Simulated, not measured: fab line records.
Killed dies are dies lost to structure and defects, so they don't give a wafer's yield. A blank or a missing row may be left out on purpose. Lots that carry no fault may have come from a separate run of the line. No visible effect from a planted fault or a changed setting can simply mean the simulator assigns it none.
Which of the tools did it? || flow gf180mcu || Sampling: 6 lots, 18 wafers, 2 of 602 route steps

## WHAT EACH GAUGE READ, for each wafer
GF_V1_RS_MEAS_24: the measuring method here is four-point-probe.
{"lot": "L797", "measured": "day 18 23:17", "on": "filmMetro-02", "V1_W_RS (ohm/sq)": "0.319 0.326 0.327"}
{"lot": "L800", "measured": "day 20 07:10", "on": "filmMetro-02", "V1_W_RS (ohm/sq)": "0.331 0.329 0.319"}
{"lot": "L804", "measured": "day 21 18:10", "on": "filmMetro-02", "V1_W_RS (ohm/sq)": "0.324 0.328 0.327"}
{"lot": "L806", "measured": "day 22 16:39", "on": "filmMetro-04", "V1_W_RS (ohm/sq)": "0.333 0.316 0.331"}
{"lot": "L809", "measured": "day 23 09:35", "on": "filmMetro-02", "V1_W_RS (ohm/sq)": "0.329 0.354 0.356"}
{"lot": "L817", "measured": "day 25 22:58", "on": "filmMetro-02", "V1_W_RS (ohm/sq)": "0.331 0.333 0.329"}

## EACH LOT AND THE TOOL THAT RAN IT (in order: tool; ch and the chambers of the sampled wafers; start)
{"lot": "L797", "GF_V1_CVD_23": "cvdW-02 ch 0,1, day 18 23:11"}
{"lot": "L800", "GF_V1_CVD_23": "cvdW-01 ch 0,1, day 20 07:03"}
{"lot": "L804", "GF_V1_CVD_23": "cvdW-02 ch 1, day 21 18:03"}
{"lot": "L806", "GF_V1_CVD_23": "cvdW-01 ch 0,1, day 22 16:32"}
{"lot": "L809", "GF_V1_CVD_23": "cvdW-01 ch 0, day 23 09:28"}
{"lot": "L817", "GF_V1_CVD_23": "cvdW-02 ch 0,1, day 25 22:50"}
- GF_V1_CVD_23: deposits W, target thk 350 nm, time 105.05 s.

## THE ANSWER, worked out from the rows above alone
Rule: what is usual is taken from the lots themselves. The widest of any qualifying gaps counts: lots, ordered by their means at a reading, are off when they make up no more than a third of the lots, leave a main group of 4 or more, and stand apart from it by 3 or more times the standard deviation of that group's means. The tables above print the reading to a certain number of digits; a main group whose means all agree to those digits is not used. Also off: a lot with no number at a reading for which 4 or more lots have one. Where the step has rows for the other lots, those lots are counted as sound.
Off: L809, seen at GF_V1_RS_MEAS_24 (V1_W_RS). The main group has a mean of 0.327 ohm/sq with a standard deviation of 0.0023.
A tool fits if, at a process step before that reading, it ran every lot that is off, and no sound lot after the first of them. Gauges at GF_V1_RS_MEAS_24: tried the same way as those tools. One candidate fits, namely cvdW-01 at GF_V1_CVD_23. Its last sound lot is L806 (day 22 16:32), its first lot that is off L809 (day 23 09:28): a fault that began between those two fits.

## WHAT THE SIMULATOR PUT IN
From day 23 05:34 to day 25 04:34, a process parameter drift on cvdW-01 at GF_V1_CVD_23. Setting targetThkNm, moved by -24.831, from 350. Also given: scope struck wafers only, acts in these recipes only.
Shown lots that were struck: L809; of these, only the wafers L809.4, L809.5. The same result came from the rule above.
